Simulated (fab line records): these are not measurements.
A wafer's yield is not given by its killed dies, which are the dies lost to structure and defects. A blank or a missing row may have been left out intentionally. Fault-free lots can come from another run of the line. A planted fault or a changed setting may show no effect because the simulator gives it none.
Which tool did it? / flow gf180mcu / 6 lots with 18 wafers sampled at 5 steps, on a route of 602 steps

WHAT THE GAUGES SHOWED, per wafer
GF_M3_RS_MEAS_05: measures by four-point-probe.
lot=L996; measured=day 21 10:14; on=film metro-02; M3_ALCU_RS (ohm/sq)=0.0684 0.0682 0.0684
lot=L101; measured=day 22 19:57; on=film metro-04; M3_ALCU_RS (ohm/sq)=0.0688 0.0688 0.0689
lot=L103; measured=day 23 16:05; on=film metro-02; M3_ALCU_RS (ohm/sq)=0.0701 0.0706 0.0696
lot=L106; measured=day 24 18:07; on=film metro-02; M3_ALCU_RS (ohm/sq)=0.0362 0.0361 0.0362 0.0362 0.0361 0.0362
lot=L110; measured=day 26 00:03; on=film metro-01; M3_ALCU_RS (ohm/sq)=0.0362 0.0362 0.0361 0.0362 0.0361 0.0361
lot=L115; measured=day 27 17:46; on=film metro-01; M3_ALCU_RS (ohm/sq)=0.0693 0.0691 0.0698

EACH LOT AND THE TOOL THAT RAN IT (in order: tool; ch and the chambers of the sampled wafers; start)
lot=L996; GF_V2_ETCH_17=rie diel-02 ch 0,2,3, day 21 09:20 or earlier; GF_V2_SPUTTER_21=pvd sputter-03, day 21 09:20; GF_M3_SPUTTER_00=pvd sputter-01, day 21 10:01; GF_M3_SPUTTER_02=pvd sputter-01, day 21 10:09
lot=L101; GF_V2_ETCH_17=rie diel-01 ch 0,2, day 22 19:01 or earlier; GF_V2_SPUTTER_21=pvd sputter-02, day 22 19:01; GF_M3_SPUTTER_00=pvd sputter-03, day 22 19:43; GF_M3_SPUTTER_02=pvd sputter-03, day 22 19:50
lot=L103; GF_V2_ETCH_17=rie diel-03 ch 1,3, day 23 15:09 or earlier; GF_V2_SPUTTER_21=pvd sputter-03, day 23 15:09; GF_M3_SPUTTER_00=pvd sputter-01, day 23 15:52; GF_M3_SPUTTER_02=pvd sputter-01, day 23 15:59
lot=L106; GF_V2_ETCH_17=rie diel-03 ch 0,1,3, day 24 17:12 or earlier; GF_V2_SPUTTER_21=pvd sputter-03, day 24 17:12; GF_M3_SPUTTER_00=pvd sputter-01, day 24 17:54; GF_M3_SPUTTER_02=pvd sputter-01, day 24 18:02
lot=L110; GF_V2_ETCH_17=rie diel-02 ch 0,1,2, day 25 23:07 or earlier; GF_V2_SPUTTER_21=pvd sputter-03, day 25 23:07; GF_M3_SPUTTER_00=pvd sputter-01, day 25 23:49; GF_M3_SPUTTER_02=pvd sputter-01, day 25 23:56
lot=L115; GF_V2_ETCH_17=rie diel-02 ch 1,2, day 27 16:49 or earlier; GF_V2_SPUTTER_21=pvd sputter-03, day 27 16:49; GF_M3_SPUTTER_00=pvd sputter-04, day 27 17:30; GF_M3_SPUTTER_02=pvd sputter-04, day 27 17:38
- GF_V2_ETCH_17: etches SiO2 in C4F8/O2/Ar, stops on TiN, target depth 630 nm.
- GF_V2_SPUTTER_21: material Ti, target thk 15 nm, time 80.02 s.
- GF_M3_SPUTTER_00: material Ti, target thk 37.5 nm, time 150 s.
- GF_M3_SPUTTER_02: material AlCu, target thk 450 nm, time 23.9 s.

THE ANSWER, worked out from the rows above alone
Rule: usual is defined by the lots themselves. The widest of any qualifying gaps counts: lots, ordered by their means at a reading, are off when they make up no more than a third of the lots, leave a main group of 4 or more, and stand apart from it by 3 or more times the standard deviation of that group's means. The tables above print the reading to a certain number of digits; a main group whose means all agree to those digits is not used. A lot without any number at a reading at which 4 lots or more have one is off too. Any other lot the step has rows for is counted as sound.
Off: L106, L110, seen at GF_M3_RS_MEAS_05 (M3_ALCU_RS). For the main group the mean is 0.0692 ohm/sq and the standard deviation 0.00066.
If a tool, at a process step before that reading, ran all the lots that are off and no sound lot after the first of them, it fits. The gauges at GF_M3_RS_MEAS_05 are tried like those tools. GF_V2_ETCH_17: start missing for some lots; hours and lot order therefore follow GF_V2_SPUTTER_21. One fits: GF_M3_SPUTTER_00 and GF_M3_SPUTTER_02 on pvd sputter-01. At GF_M3_SPUTTER_00 its last sound lot is L103 (day 23 15:52), its first lot that is off L106 (day 24 17:54): a fault that began between those two fits.

WHAT HAD BEEN PUT IN BY THE SIMULATOR
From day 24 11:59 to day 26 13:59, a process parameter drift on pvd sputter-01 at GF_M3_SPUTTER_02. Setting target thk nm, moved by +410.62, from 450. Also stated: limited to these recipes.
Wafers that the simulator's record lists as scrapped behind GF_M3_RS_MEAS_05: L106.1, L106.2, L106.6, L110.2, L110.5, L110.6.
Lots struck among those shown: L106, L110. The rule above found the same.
